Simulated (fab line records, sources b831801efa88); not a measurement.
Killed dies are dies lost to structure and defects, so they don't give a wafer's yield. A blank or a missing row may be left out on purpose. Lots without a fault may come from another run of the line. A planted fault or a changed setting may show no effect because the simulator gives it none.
Which tool did it? | flow sky130 | 12 lots, 36 wafers sampled, at 1 step of a route of 708

WHAT THE GAUGES READ, wafer by wafer
SKY_SD_N_RS_MEAS_18: measures by four-point-probe.
lot  | measured     | on            | RES_XHIGH_RS (ohm/sq)
L075 | day 28 15:22 | film_metro-03 | 333.5 334.1 332.1
L077 | day 29 09:01 | film_metro-03 | 333.7 333.0 333.6
L079 | day 29 22:10 | film_metro-01 | 334.6 333.7 334.7
L081 | day 30 15:30 | film_metro-03 | 332.4 332.3 332.4
L083 | day 31 10:47 | film_metro-04 | 335.5 333.9 334.5
L084 | day 31 21:24 | film_metro-04 | 331.8 332.5 332.0
L087 | day 32 12:28 | film_metro-03 | 332.8 334.3 333.0
L089 | day 33 15:37 | film_metro-01 | 333.3 334.0 333.9
L090 | day 33 22:58 | film_metro-03 | 333.7 332.1 333.6
L093 | day 34 13:34 | film_metro-01 | 333.2 332.9 333.1
L094 | day 34 16:46 | film_metro-04 | 330.9 331.5 331.3
L097 | day 35 12:50 | film_metro-01 | 334.4 336.0 334.6

WHICH TOOL RAN EACH LOT (tool, then ch and the chambers of the sampled wafers, then the start)
The record holds no process step before these readings.

THE ANSWER, worked out from the rows above alone
Rule: what is usual is taken from the lots themselves. Put in order of their means at a reading, lots are off if they are a third of the lots or fewer, leave a main group of 4 or more, and stand apart from it by a gap of 3 or more times the standard deviation of the main group's means; of several such gaps the widest counts. A main group whose means are all the same, to the digits that the tables above print for the reading, isn't used. A lot without any number at a reading at which 4 lots or more have one is off too. The other lots that the step has rows for count as sound.
No lot is off at any reading shown: from this, nothing can be told.

WHAT THE SIMULATOR HAD PUT IN
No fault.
